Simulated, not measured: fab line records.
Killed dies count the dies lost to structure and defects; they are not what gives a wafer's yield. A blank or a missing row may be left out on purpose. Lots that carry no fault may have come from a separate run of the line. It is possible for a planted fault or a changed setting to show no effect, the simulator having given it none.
Matching of chambers :: flow gf180mcu :: 3 sister chambers for GF_PASSIVATION_CVD_00 on pecvd-01
The step deposits SiO2 from TEOS, target thk 1000 nm, time 111.95 s. 6 wafers are shown with their chamber, then 12 later ones without.

WAFERS PAIRED WITH THEIR CHAMBERS
wafer: L082.5
chamber: 2
heater_power_w (W): 988
susceptor_temp_C (C): 399.66

wafer: L088.4
chamber: 1
heater_power_w (W): 683
susceptor_temp_C (C): 400.42

wafer: L088.5
chamber: 2
heater_power_w (W): 934
susceptor_temp_C (C): 399.89

wafer: L090.2
chamber: 0
heater_power_w (W): 689
susceptor_temp_C (C): 400.06

wafer: L090.4
chamber: 0
heater_power_w (W): 555
susceptor_temp_C (C): 400.01

wafer: L090.6
chamber: 1
heater_power_w (W): 655
susceptor_temp_C (C): 399.90

WAFERS WITHOUT THEIR CHAMBER
wafer: L092.3
heater_power_w (W): 965
susceptor_temp_C (C): 399.97

wafer: L092.4
heater_power_w (W): 555
susceptor_temp_C (C): 399.85

wafer: L092.5
heater_power_w (W): 789
susceptor_temp_C (C): 399.88

wafer: L093.2
heater_power_w (W): 616
susceptor_temp_C (C): 399.97

wafer: L093.4
heater_power_w (W): 628
susceptor_temp_C (C): 400.07

wafer: L093.6
heater_power_w (W): 646
susceptor_temp_C (C): 399.97

wafer: L096.2
heater_power_w (W): 854
susceptor_temp_C (C): 399.67

wafer: L096.3
heater_power_w (W): 666
susceptor_temp_C (C): 400.08

wafer: L096.5
heater_power_w (W): 663
susceptor_temp_C (C): 400.16

wafer: L095.1
heater_power_w (W): 662
susceptor_temp_C (C): 399.88

wafer: L095.5
heater_power_w (W): 694
susceptor_temp_C (C): 399.74

wafer: L095.6
heater_power_w (W): 780
susceptor_temp_C (C): 399.71

WHICH CHAMBER EACH ONE RAN IN
wafer: L092.3
from the rows above: 2
in truth: 2

wafer: L092.4
from the rows above: can't be placed: 0 or 1
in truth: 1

wafer: L092.5
from the rows above: can't be placed: 1 or 0 or 2
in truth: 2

wafer: L093.2
from the rows above: can't be placed: 0 or 1
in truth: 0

wafer: L093.4
from the rows above: can't be placed: 0 or 1
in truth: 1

wafer: L093.6
from the rows above: can't be placed: 0 or 1
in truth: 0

wafer: L096.2
from the rows above: can't be placed: 2 or 1
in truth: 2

wafer: L096.3
from the rows above: can't be placed: 1 or 0
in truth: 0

wafer: L096.5
from the rows above: can't be placed: 1 or 0
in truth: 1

wafer: L095.1
from the rows above: can't be placed: 0 or 1
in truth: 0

wafer: L095.5
from the rows above: can't be placed: 0 or 1
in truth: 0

wafer: L095.6
from the rows above: can't be placed: 1 or 0 or 2
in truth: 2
Correct placement for 1 of the 12. Can't be placed from these rows: 11 (the true chamber is among the candidates in 11). Number placed wrongly: 0.
How it was worked out, from the rows above alone: a wafer's distance from a chamber is the root of the sum, over the readings, of the square of ((its reading less the chamber's mean) divided by the reading's scatter). If the next closest chamber is less than 2 further off than the closest, the wafer can't be placed; otherwise it belongs to the closest. Each chamber's mean is taken over the wafers shown for it. How the scatter is found: for the shown wafers, subtract from each reading the mean of its chamber, square and add these, divide the total by (wafers less chambers), then take the root.
